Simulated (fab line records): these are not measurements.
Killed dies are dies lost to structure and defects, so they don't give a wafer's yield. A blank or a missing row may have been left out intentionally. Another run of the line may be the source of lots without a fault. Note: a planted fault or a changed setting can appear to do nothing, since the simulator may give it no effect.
Which of the tools did it? | flow gf180mcu | 24 lots, 72 wafers sampled, at 3 steps of a route of 602

## WHAT THE GAUGES READ, wafer by wafer
GF_SALICIDE_RS_MEAS_04: a four-point-probe measurement.
lot  | measured     | on            | SALICIDE_TIN_RS (ohm/sq)
L074 | day 15 02:11 | film_metro-02 | 16.41 16.56 16.63
L075 | day 15 18:21 | film_metro-02 | 16.58 16.18 16.38
L076 | day 16 10:32 | film_metro-01 | 16.18 15.98 16.10
L077 | day 16 11:46 | film_metro-02 | 16.74 16.29 16.33
L078 | day 17 03:02 | film_metro-01 | 16.56 16.31 16.41
L079 | day 17 04:40 | film_metro-01 | 16.12 16.02 16.47
L080 | day 17 16:35 | film_metro-04 | 16.41 16.44 16.64
L081 | day 18 03:43 | film_metro-04 | 16.10 15.97 16.16
L082 | day 18 07:51 | film_metro-02 | 16.56 16.69 16.43
L083 | day 18 10:16 | film_metro-04 | 16.31 16.29 16.28
L084 | day 18 20:16 | film_metro-02 | 16.93 16.61 16.70
L085 | day 19 05:16 | film_metro-04 | 16.15 16.26 16.56
L086 | day 19 12:26 | film_metro-01 | 16.22 16.59 16.43
L087 | day 19 21:44 | film_metro-02 | 16.02 15.99 15.98
L088 | day 20 08:41 | film_metro-01 | 16.15 16.20 16.67
L089 | day 20 11:58 | film_metro-04 | 16.76 16.75 16.74
L090 | day 21 00:22 | film_metro-01 | 16.67 16.79 16.74
L091 | day 21 07:17 | film_metro-01 | 16.15 16.20 16.47
L092 | day 21 11:04 | film_metro-02 | 16.23 16.50 16.22
L093 | day 21 16:42 | film_metro-01 | 15.91 16.04 16.05
L094 | day 21 23:15 | film_metro-02 | 16.05 16.09 16.11
L095 | day 22 12:14 | film_metro-04 | 15.96 16.01 15.98
L096 | day 22 19:07 | film_metro-04 | 16.07 15.99 16.04
L097 | day 23 07:37 | film_metro-01 | 16.99 16.59 17.12

GF_V4_OVL_MEAS_15.
lot  | measured     | on         | V4_OVL (nm)
L074 | day 24 10:03 | overlay-01 | 6 -2 4
L075 | day 24 23:39 | overlay-02 | -1 2 3
L076 | day 25 15:56 | overlay-01 | 14 10 10
L077 | day 25 16:32 | overlay-01 | 7 6 5
L078 | day 26 08:47 | overlay-01 | 1 2 6
L079 | day 26 10:11 | overlay-02 | 0 0 5
L080 | day 26 17:18 | overlay-02 | 6 0 3
L081 | day 27 05:50 | overlay-01 | 6 0 2
L082 | day 27 09:29 | overlay-01 | 0 3 1
L083 | day 27 11:23 | overlay-01 | 7 5 6
L084 | day 27 16:35 | overlay-02 | 5 3 3
L085 | day 28 02:44 | overlay-01 | 5 0 1
L086 | day 28 08:41 | overlay-02 | 1 3 7
L087 | day 28 13:50 | overlay-02 | 6 3 7
L088 | day 29 01:08 | overlay-02 | 10 6 2
L089 | day 29 04:33 | overlay-02 | 11 8 6
L090 | day 29 12:38 | overlay-02 | -8 -1 2
L091 | day 29 21:12 | overlay-02 | 3 1 5
L092 | day 29 22:09 | overlay-01 | 12 2 0
L093 | day 30 06:09 | overlay-01 | -3 3 3
L094 | day 30 05:30 | overlay-01 | 15 18 4
L095 | day 30 20:09 | overlay-01 | 11 19 5
L096 | day 31 01:23 | overlay-02 | 2 5 7
L097 | day 31 09:35 | overlay-01 | -4 -2 -3

GF_V5_THK_MEAS_01.
lot  | measured     | on            | V5_CVD_00_THK (nm)
L074 | day 26 07:19 | film_metro-02 | 302 302 300
L075 | day 26 21:19 | film_metro-03 | 298 296 297
L076 | day 27 11:19 | film_metro-03 | 301 292 290
L077 | day 27 13:02 | film_metro-03 | 298 303 300
L078 | day 28 03:56 | film_metro-03 | 300 299 305
L079 | day 28 05:46 | film_metro-04 | 305 295 302
L080 | day 28 11:38 | film_metro-02 | 296 297 299
L081 | day 29 00:19 | film_metro-04 | 302 302 301
L082 | day 29 03:55 | film_metro-04 | 301 303 301
L083 | day 29 05:17 | film_metro-02 | 303 296 298
L084 | day 29 09:45 | film_metro-04 | 302 303 304
L085 | day 29 20:34 | film_metro-02 | 307 302 298
L086 | day 30 02:06 | film_metro-03 | 300 298 300
L087 | day 30 07:22 | film_metro-04 | 300 304 301
L088 | day 30 17:58 | film_metro-03 | 299 302 302
L089 | day 30 20:33 | film_metro-04 | 301 300 298
L090 | day 31 04:50 | film_metro-03 | 305 300 299
L091 | day 31 12:36 | film_metro-04 | 303 299 302
L092 | day 31 13:49 | film_metro-02 | 301 300 300
L093 | day 31 20:46 | film_metro-03 | 305 301 307
L094 | day 31 20:26 | film_metro-02 | 303 302 301
L095 | day 32 09:35 | film_metro-02 | 298 303 301
L096 | day 32 14:58 | film_metro-03 | 299 306 297
L097 | day 32 22:28 | film_metro-02 | 302 300 302

## EACH LOT AND THE TOOL THAT RAN IT (in order: tool; ch and the chambers of the sampled wafers; start)
The record shows no process step preceding these readings.

## WHAT THE TOOLS THEMSELVES READ (means of the sampled wafers that have a number; where no wafer has one, the mark that the record gives instead)
The record holds no such reading with a usual standard deviation.

## THE ANSWER, worked out from the rows above alone
Rule: usual is defined by the lots themselves. Put in order of their means at a reading, lots are off if they are a third of the lots or fewer, leave a main group of 4 or more, and stand apart from it by a gap of 3 or more times the standard deviation of the main group's means; of several such gaps the widest counts. If all means in a main group match to the digits the tables above print for the reading, that group is not used. A lot without any number at a reading at which 4 lots or more have one is off too. All remaining lots with rows at the step are treated as sound. After the gauges, taken in route order, come the tools' own readings; for these a lot's mean is taken, as printed above. The first step at which some lot is off is used, and at that step the reading that is off furthest; a lot without a number counts as furthest.
No lot is off at any reading shown: from this, nothing can be told.

## WHAT THE SIMULATOR PUT IN
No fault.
